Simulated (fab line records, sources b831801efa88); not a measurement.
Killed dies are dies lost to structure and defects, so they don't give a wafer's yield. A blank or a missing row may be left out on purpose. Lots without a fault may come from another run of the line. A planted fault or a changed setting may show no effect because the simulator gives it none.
fab line records | flow sky130
record lots=4 wafers=12 last_day=49
route steps=708 shown VIA3@588 METAL4@598 CAP2M@603 PAD_OPEN@708
lots that met no fault: from a run of the same line without faults
start_h: hours from the record's first day to the start of the lot's first wafer shown | wait_h: hours since the lot's step before | " the same as in the row above | L1.1+2: a row that stands for several wafers | - no value, or no start given | * or withheld: withheld | < > ~ a bound
route shown NAME@n: a module of which the file shows steps, and the number in the route of the first | usual: mean/standard deviation of fault-free wafers | same: alike in all rows | chamber/n: place in a boat | sites: the reading at each site | _std_site: their standard deviation | _edge_site: outer sites' mean less inner sites' | radius_mm: how far each site lies from the wafer's centre | mask NAME#n: copy n | behind: the tool/chamber that last shaped the wafer | hold: why the lot was held/for how many hours/how that ended | device: the transistor (n, p or np) that didn't switch | end of line: the same wafers' tests at the end of the route | a step without rows: its recipe alone | killed: dies lost to structure and defects at the first sort, not the wafer's yield | map: a wafer's dies, x killed, . not, _ none there
set.NAME: the setting as run; set.NAME@STEP: as run at that earlier step | model.NAME: the simulator's own value behind a step, which no gauge read
lots at some steps of the route; a table a step, a row a wafer
services: from which hour (start_h, from the record's first day; less than 0 if before it) a tool's chamber was out of use, for how many hours, and why
## steps
# step SKY_VIA3_ETCH_15
# recipe target=SiO2 chemistry=C4F8/O2/Ar target_depth_nm=507 stop_on=TiN mask_material=KrF-thick source_w=1500 bias_w=1200 pressure_mtorr=40 c4f8_flow_sccm=withheld O2_flow_sccm=6 Ar_flow_sccm=300 time_s=78
# step SKY_VIA3_STRIP_16
# recipe chemistry=O2/N2 power_w=1400 pressure_mtorr=1500 platen_temp_c=withheld o2_flow_sccm=3000 n2_flow_sccm=300 overash_fraction=0.5
# step SKY_VIA3_STRIP_17
# recipe chemistry=post_etch_residue_remover time_s=1200 temp_c=72.5
# step SKY_VIA3_CLEAN_18
# recipe chemistry=IPA time_s=180 temp_c=25
# step SKY_VIA3_CLEAN_19
# recipe chemistry=O3/DIW dry=n2_spin
# step SKY_VIA3_SPUTTER_20
# recipe material=TiN target_thk_nm=20 chamber_pressure_pa=5 power_w=4000 time_s=80
# step SKY_VIA3_CVD_21
# recipe material=W target_thk_nm=390 time_s=117.31 temp_c=400 pressure_torr=40
# step SKY_VIA3_CMP_24
# recipe stop_on=SiO2 t_overpolish_s=20 down_force_psi=3.5 platen_rpm=60 target_thk_nm=0 pad_velocity_m_s=0.94248
# step SKY_METAL4_SPUTTER_00
# recipe material=Ti target_thk_nm=15 power_w=3088 time_s=10 chamber_pressure_pa=0.4
# step SKY_METAL4_SPUTTER_01
# recipe material=TiN target_thk_nm=20 power_w=6500 time_s=16.7 chamber_pressure_pa=0.4
# step SKY_METAL4_SPUTTER_02
# recipe material=AlCu target_thk_nm=735 power_w=10600 time_s=39.1 chamber_pressure_pa=0.4
# usual throttle_valve_pct=29.7/1.5
# columns lot.wafer tool chamber start_h wait_h throttle_valve_pct model.AlCu_of_METAL4_SPUTTER_02.thk_nm
L529.1 pvd_sputter-03 - 994.64 0.0 30.3 722.6
L529.3 " - " " 32.1 720.7
L529.4 " - " " 29.4 727.7
L531.2 pvd_sputter-04 - 995.52 0.0 30.9 735.4
L531.4 " - " " 29.9 735.5
L531.5 " - " " 30.8 730.3
L535.2 pvd_sputter-04 - 1033.82 0.0 27.4 494.8
L535.3 " - " " 30.2 490.7
L535.6 " - " " 27.4 490.3
L536.1 pvd_sputter-04 - 1048.23 0.0 29.8 484.2
L536.3 " - " " 27.0 479.1
L536.4 " - " " 30.4 478.4
# step SKY_METAL4_SPUTTER_03
# recipe material=Ti target_thk_nm=5 power_w=3000 time_s=3.3 chamber_pressure_pa=0.4
# step SKY_METAL4_SPUTTER_04
# recipe material=TiN target_thk_nm=70 power_w=6500 time_s=58.3 chamber_pressure_pa=0.4
# step SKY_CAP2M_CVD_00
# recipe material=SiO2 target_thk_nm=15.5 temp_c=400 time_s=withheld rf_w=450
# step SKY_CAP2M_SPUTTER_02
# recipe material=TiN target_thk_nm=200 temp_c=300 power_w=6500 time_s=166.7 chamber_pressure_pa=0.4
# step SKY_CAP2M_DEHYDRATE_05
# recipe temp_c=200 time_s=60
# step SKY_CAP2M_HMDS_06
# recipe prime_time_s=60 prime_temp_c=120
# step SKY_CAP2M_COAT_07
# recipe resist=NOVOLAK spin_rpm=3000 resist_thk_nm=1140
# step SKY_CAP2M_SOFTBAKE_08
# recipe temp_c=90 time_s=60 resist=NOVOLAK
# step SKY_CAP2M_EXPOSE_09
# recipe mask_id=CAP2M na=0.6 source_shape=conventional sigma_outer=0.6 polarization=unpolarized target_cd_nm=1000 dose_mj=159
# step SKY_CAP2M_PEB_10
# recipe temp_c=withheld time_s=* resist=NOVOLAK
# step SKY_CAP2M_DEVELOP_11
# recipe resist=NOVOLAK developer=TMAH develop_time_s=60 dev_temp_c=23
# step SKY_CAP2M_METAL_ETCH_13
# recipe target_depth_nm=220 stop_on=SiO2 chemistry=Cl2/BCl3 target=TiN pressure_mtorr=10 icp_w=909.7 bias_w=48.5 Cl2_flow_sccm=60 bcl3_flow_sccm=30 time_s=62.9
# step SKY_CAP2M_STRIP_14
# recipe chemistry=O2/N2 power_w=1400 pressure_mtorr=1500 platen_temp_c=withheld o2_flow_sccm=3000 n2_flow_sccm=300 overash_fraction=0.5
# step SKY_CAP2M_STRIP_15
# recipe chemistry=post_etch_residue_remover time_s=1200 temp_c=72.5
# step SKY_CAP2M_CLEAN_16
# recipe chemistry=IPA time_s=180 temp_c=25
# step SKY_CAP2M_CLEAN_17
# recipe chemistry=O3/DIW dry=n2_spin
# step SKY_METAL4_DEHYDRATE_05
# recipe temp_c=200 time_s=60
# step SKY_METAL4_HMDS_06
# recipe prime_time_s=60 prime_temp_c=120
# step SKY_METAL4_COAT_07
# recipe resist=BARC temp_c=withheld time_s=withheld spin_rpm=3000 resist_thk_nm=60
# step SKY_METAL4_COAT_08
# recipe resist=KrF-thick spin_rpm=3000 resist_thk_nm=1140
# step SKY_METAL4_SOFTBAKE_09
# recipe temp_c=100 time_s=90 resist=KrF-thick
# step SKY_METAL4_EXPOSE_10
# recipe mask_id=MM4 na=0.68 source_shape=annular sigma_inner=0.4 sigma_outer=0.8 target_cd_nm=300 dose_mj=28
# step SKY_METAL4_PEB_11
# recipe peb_temp_c=withheld peb_time_s=withheld resist=KrF-thick
# step SKY_METAL4_DEVELOP_12
# recipe develop_time_s=60 resist=KrF-thick dev_temp_c=21
# step SKY_METAL4_METAL_ETCH_18
# recipe target_depth_a=8450 stop_on=SiO2 over_etch_frac=0.3 time_s=183.1 chemistry=Cl2/BCl3 resist_sidewall_deg=88 pressure_mtorr=10 icp_w=900 bias_w=48.5 Cl2_flow_sccm=60 bcl3_flow_sccm=30
# usual bias_w=48.52/0.14 drypump_motor_current_A=5.3/0.47 he_backside_leak_sccm=3.39/0.23 mfc_cl2_sccm=59.98/0.19 oes_product_au=0.866/0.0059 throttle_valve_pct=22.264/0.0092
# same over_etch_frac=0.3
# columns lot.wafer tool chamber start_h wait_h bias_w drypump_motor_current_A he_backside_leak_sccm mfc_cl2_sccm oes_product_au rf_hours_counter_h throttle_valve_pct
L529.1 rie_metal-02 1 1040.29 0.0 48.59 5.1 3.31 59.87 0.858 11 22.271
L529.3 " 1 " " 48.42 5.1 3.51 59.88 0.854 - 22.261
L529.4 " 0 " " 48.47 4.8 3.34 59.76 0.863 - 22.254
L531.2 rie_metal-02 0 1040.97 0.0 48.53 4.9 3.34 59.87 0.872 11 22.267
L531.4 " 1 " " 48.41 5.1 3.29 60.34 0.864 - 22.273
L531.5 " 1 " " 48.48 5.1 3.31 60.26 0.875 - 22.243
L535.2 rie_metal-02 0 1078.47 0.0 48.39 4.9 3.34 59.92 0.734 14 22.248
L535.3 " 1 " " 48.60 5.1 3.40 59.68 0.733 - 22.259
L535.6 " 0 " " 48.54 4.9 3.37 59.94 0.724 - 22.271
L536.1 rie_metal-03 0 1091.27 0.0 48.44 5.4 3.80 60.25 0.719 18 22.260
L536.3 " 1 " " 48.60 6.3 3.14 59.86 0.720 - 22.284
L536.4 " 0 " " 48.44 5.4 3.88 60.02 0.722 - 22.268
# step SKY_PAD_OPEN_PROBE_99
# usual defect_limited_yield=82.5/1.9 killed_at_M0_to_M3=44/7.2 killed_at_M4_up=3.0/1.8 killed_at_contacts=24/5.4 killed_at_front_end=14/4.4 killed_at_other=0.4/0.64 killed_dies=86/9.4 killed_open=47/7.7 killed_short=39/5.8 sort_bin_3_pad_short=0.9/0.38 sort_bin_5_function=10.3/1.4 sort_bin_6_memory=6.4/1.2 sort_n_pass=406/9.4 sort_yield_pct=82.5/1.9
# same gross_dies=492 killed_at_back_side=0 sort_bin_4_leakage[%]=0 sort_bin_8_speed[%]=0
# columns lot.wafer tool chamber start_h wait_h defect_limited_yield[%] killed_at_M0_to_M3 killed_at_M4_up killed_at_contacts killed_at_front_end killed_at_other killed_dies killed_open killed_short sort_bin_3_pad_short[%] sort_bin_5_function[%] sort_bin_6_memory[%] sort_n_pass sort_yield_pct[%] model.etest.met4.line_ohm_um model.etest.via4_chain.rc_ohm model.etest.met4.rs_ohm_sq
L529.1 prober-02 - 1130.20 0.1 80.1 50 1 27 20 0 98 54 44 1.8 10.4 7.7 394 80.1 0.1434 0.8212 0.04358
L529.3 prober-02 - 1130.30 0.2 79.1 47 3 37 16 0 103 55 48 0.8 12.0 8.1 389 79.1 0.1447 0.7698 0.04364
L529.4 prober-02 - 1130.35 0.2 81.9 41 0 29 18 1 89 43 46 1.2 10.0 6.9 403 81.9 0.1433 0.8142 0.04331
L531.2 prober-01 - 1130.66 0.1 81.3 51 2 26 12 1 92 62 30 1.0 10.4 7.3 400 81.3 0.1421 0.7771 0.04268
L531.4 prober-01 - 1130.76 0.2 83.7 45 2 26 7 0 80 46 34 0.8 9.8 5.7 412 83.7 0.1429 0.8123 0.04269
L531.5 prober-01 - 1130.81 0.2 80.9 48 5 29 12 0 94 49 45 0.6 10.8 7.7 398 80.9 0.142 0.8034 0.04288
L535.2 prober-02 - 1162.20 0.1 78.7 49 1 29 25 1 105 63 42 1.0 11.6 8.7 387 78.7 0.2105 0.7749 0.06355
L535.3 prober-02 - 1162.25 0.2 80.7 54 4 18 18 1 95 44 51 0.6 12.8 5.9 397 80.7 0.2136 0.8369 0.06439
L535.6 prober-02 - 1162.40 0.2 85.4 36 2 17 17 0 72 37 35 0.6 9.3 4.7 420 85.4 0.2118 0.8575 0.06397
L536.1 prober-01 - 1172.17 0.1 80.7 43 2 28 21 1 95 55 40 1.2 11.4 6.7 397 80.7 0.2135 0.837 0.06526
L536.3 prober-01 - 1172.27 0.2 82.9 41 3 21 19 0 84 43 41 0.8 9.3 6.9 408 82.9 0.2184 0.8706 0.06636
L536.4 prober-01 - 1172.32 0.2 84.3 46 1 17 13 0 77 44 33 0.2 8.7 6.7 415 84.3 0.2135 0.8673 0.06508
# killed by level:class
L529.1 CONTACT:geometric_particle:open=13 VIA1:geometric_particle:open=9 FIELD_ISO:geometric_particle:short=8 VIA3:geometric_particle:open=8 FIELD_ISO:geometric_particle:open=7 METAL3:geometric_particle:short=7 VIA1:geometric_particle:short=7 LI_CONTACT:geometric_particle:open=6
L529.3 LI_CONTACT:geometric_particle:open=13 CONTACT:geometric_particle:open=10 VIA1:geometric_particle:open=10 CONTACT:geometric_particle:short=7 VIA3:geometric_particle:open=6 VIA1:geometric_particle:short=5 VIA2:geometric_particle:open=5 METAL2:geometric_particle:short=5
L529.4 CONTACT:geometric_particle:open=14 LOCAL_INTERCONNECT:geometric_particle:short=9 FIELD_ISO:geometric_particle:open=8 METAL1:geometric_particle:short=7 VIA1:geometric_particle:open=7 FIELD_ISO:geometric_particle:short=6 METAL3:geometric_particle:short=6 VIA3:geometric_particle:open=5
L531.2 VIA1:geometric_particle:open=21 CONTACT:geometric_particle:open=13 METAL2:geometric_particle:short=8 VIA3:geometric_particle:open=7 LI_CONTACT:geometric_particle:open=6 VIA1:geometric_particle:short=5 FIELD_ISO:geometric_particle:open=4 CONTACT:geometric_particle:short=4
L531.4 LI_CONTACT:geometric_particle:open=10 CONTACT:geometric_particle:open=9 METAL2:geometric_particle:short=8 VIA1:geometric_particle:open=8 VIA3:geometric_particle:open=7 METAL1:geometric_particle:short=6 VIA3:geometric_particle:short=4 CONTACT:geometric_particle:short=4
L531.5 LI_CONTACT:geometric_particle:open=11 CONTACT:geometric_particle:open=8 METAL1:geometric_particle:short=8 VIA1:geometric_particle:short=7 VIA3:geometric_particle:open=7 CONTACT:geometric_particle:short=6 VIA1:geometric_particle:open=5 METAL2:geometric_particle:short=5
L535.2 CONTACT:geometric_particle:open=15 VIA1:geometric_particle:open=10 METAL1:geometric_particle:short=9 FIELD_ISO:geometric_particle:open=8 POLY_GATE:geometric_particle:open=8 CONTACT:geometric_particle:short=6 VIA2:geometric_particle:open=6 METAL2:geometric_particle:short=5
L535.3 METAL1:geometric_particle:short=11 VIA2:geometric_particle:open=9 POLY_GATE:geometric_particle:short=8 CONTACT:geometric_particle:open=8 METAL2:geometric_particle:short=8 VIA1:geometric_particle:open=7 VIA3:geometric_particle:open=7 FIELD_ISO:geometric_particle:short=4
L535.6 CONTACT:geometric_particle:open=8 VIA1:geometric_particle:open=8 FIELD_ISO:geometric_particle:short=7 VIA2:geometric_particle:open=6 CONTACT:geometric_particle:short=5 METAL1:geometric_particle:short=5 LI_CONTACT:geometric_particle:open=4 VIA2:geometric_particle:short=4
L536.1 VIA1:geometric_particle:open=14 LI_CONTACT:geometric_particle:open=9 CONTACT:geometric_particle:open=8 VIA2:geometric_particle:open=8 VIA3:geometric_particle:open=7 POLY_GATE:geometric_particle:short=6 CONTACT:geometric_particle:short=6 METAL2:geometric_particle:short=6
L536.3 VIA1:geometric_particle:open=11 FIELD_ISO:geometric_particle:short=7 CONTACT:geometric_particle:open=7 CONTACT:geometric_particle:short=6 VIA2:geometric_particle:open=6 FIELD_ISO:geometric_particle:open=5 METAL2:geometric_particle:short=5 LI_CONTACT:geometric_particle:open=4
L536.4 VIA1:geometric_particle:open=13 CONTACT:geometric_particle:open=8 METAL1:geometric_particle:short=5 METAL2:geometric_particle:short=5 VIA2:geometric_particle:open=5 VIA1:geometric_particle:short=4 VIA2:geometric_particle:short=4 VIA3:geometric_particle:open=4
## services
# columns tool chamber start_h hours kind
rie_metal-02 - 994.45 1.2 repair
pvd_sputter-04 3 996.26 - consumable_replace:kit
pvd_sputter-04 3 996.26 18.0 scheduled_down
pvd_sputter-04 3 996.26 18.0 vent_cycle
rie_metal-02 1 998.34 22.1 repair
rie_metal-02 0 1015.91 9.0 repair
pvd_sputter-03 - 1025.82 4.5 repair
rie_metal-03 - 1038.25 0.4 repair
pvd_sputter-04 2 1071.37 - consumable_replace:kit
pvd_sputter-04 2 1071.37 18.0 scheduled_down
pvd_sputter-04 2 1071.37 18.0 vent_cycle
rie_metal-02 - 1071.55 0.4 repair
## key
first_sign step=SKY_METAL4_METAL_ETCH_18 reading=oes_product_au direction=down sigmas=24 usual=0.866 struck=0.725
effect none on later readings
model_effect step=SKY_METAL4_SPUTTER_02 value=AlCu_of_METAL4_SPUTTER_02.thk_nm without=733.3 struck=486.3
model_effect step=SKY_PAD_OPEN_PROBE_99 value=etest.met4.line_ohm_um without=0.1408 struck=0.2135
met_at SKY_METAL4_SPUTTER_02
struck_wafers L535.2,L535.3,L535.6,L536.1,L536.3,L536.4
onset_between 995.52 1033.82
also_fits time
fault kind=process_parameter_drift tool=pvd_sputter-04 chamber=- onset_h=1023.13 steps=SKY_METAL4_SPUTTER_02 channel=target_thk_nm offset=-247.09 shape=step end_h=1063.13 acts_in=these_recipes_only stated=735
